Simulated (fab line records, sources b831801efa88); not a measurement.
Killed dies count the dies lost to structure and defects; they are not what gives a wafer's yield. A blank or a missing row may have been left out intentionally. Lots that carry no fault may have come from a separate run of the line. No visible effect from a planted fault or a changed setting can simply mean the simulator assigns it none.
Chamber matching :: flow sfq line :: SFQ_TRILAYER_I7_CMP_CMP_184 on cmp-01: 4 sister chambers
The step polishes SiO2. 8 wafers are shown with their chamber, then 7 later ones without.

EACH WAFER AND ITS CHAMBER
wafer: L838.6
chamber: 3
retaining ring pressure frac: 1.004
edge zone pressure frac: 1.000

wafer: L839.4
chamber: 0
retaining ring pressure frac: 0.991
edge zone pressure frac: 1.004

wafer: L839.1
chamber: 2
retaining ring pressure frac: 1.003
edge zone pressure frac: 1.008

wafer: L839.6
chamber: 0
retaining ring pressure frac: 0.990
edge zone pressure frac: 1.004

wafer: L848.3
chamber: 3
retaining ring pressure frac: 0.997
edge zone pressure frac: 0.990

wafer: L848.5
chamber: 1
retaining ring pressure frac: 1.003
edge zone pressure frac: 1.004

wafer: L849.4
chamber: 2
retaining ring pressure frac: 0.997
edge zone pressure frac: 1.005

wafer: L849.5
chamber: 1
retaining ring pressure frac: 0.999
edge zone pressure frac: 1.002

WAFERS MISSING THEIR CHAMBER
wafer: L849.6
retaining ring pressure frac: 0.996
edge zone pressure frac: 1.004

wafer: L851.2
retaining ring pressure frac: 1.006
edge zone pressure frac: 1.006

wafer: L851.3
retaining ring pressure frac: 1.010
edge zone pressure frac: 1.005

wafer: L851.5
retaining ring pressure frac: 0.998
edge zone pressure frac: 0.991

wafer: L854.4
retaining ring pressure frac: 1.002
edge zone pressure frac: 1.006

wafer: L854.5
retaining ring pressure frac: 0.995
edge zone pressure frac: 1.009

wafer: L854.6
retaining ring pressure frac: 0.998
edge zone pressure frac: 0.991

THE CHAMBER EACH PASSED THROUGH
wafer: L849.6
from the rows above: can't be placed: 2 or 1 or 0 or 3
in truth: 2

wafer: L851.2
from the rows above: can't be placed: 1 or 2 or 3
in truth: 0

wafer: L851.3
from the rows above: can't be placed: 1 or 2 or 3
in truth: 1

wafer: L851.5
from the rows above: 3
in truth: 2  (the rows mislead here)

wafer: L854.4
from the rows above: can't be placed: 2 or 1
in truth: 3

wafer: L854.5
from the rows above: can't be placed: 2 or 0 or 1
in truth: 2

wafer: L854.6
from the rows above: 3
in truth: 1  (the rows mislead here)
Correctly placed: 0 of 7. Not placeable from these rows: 5 (in 3, the candidates include the true chamber). Number placed wrongly: 2.
How it was worked out, from the rows above alone: a wafer's distance from a chamber is the root of the sum, over the readings, of the square of ((its reading less the chamber's mean) divided by the reading's scatter). The wafer belongs to the nearest chamber; if the next one is less than 2 further off, it can't be placed. A chamber's mean is the mean of its shown wafers. The scatter: the root of (the sum of the squares of (reading less its chamber's mean) over the shown wafers, divided by (wafers less chambers)).
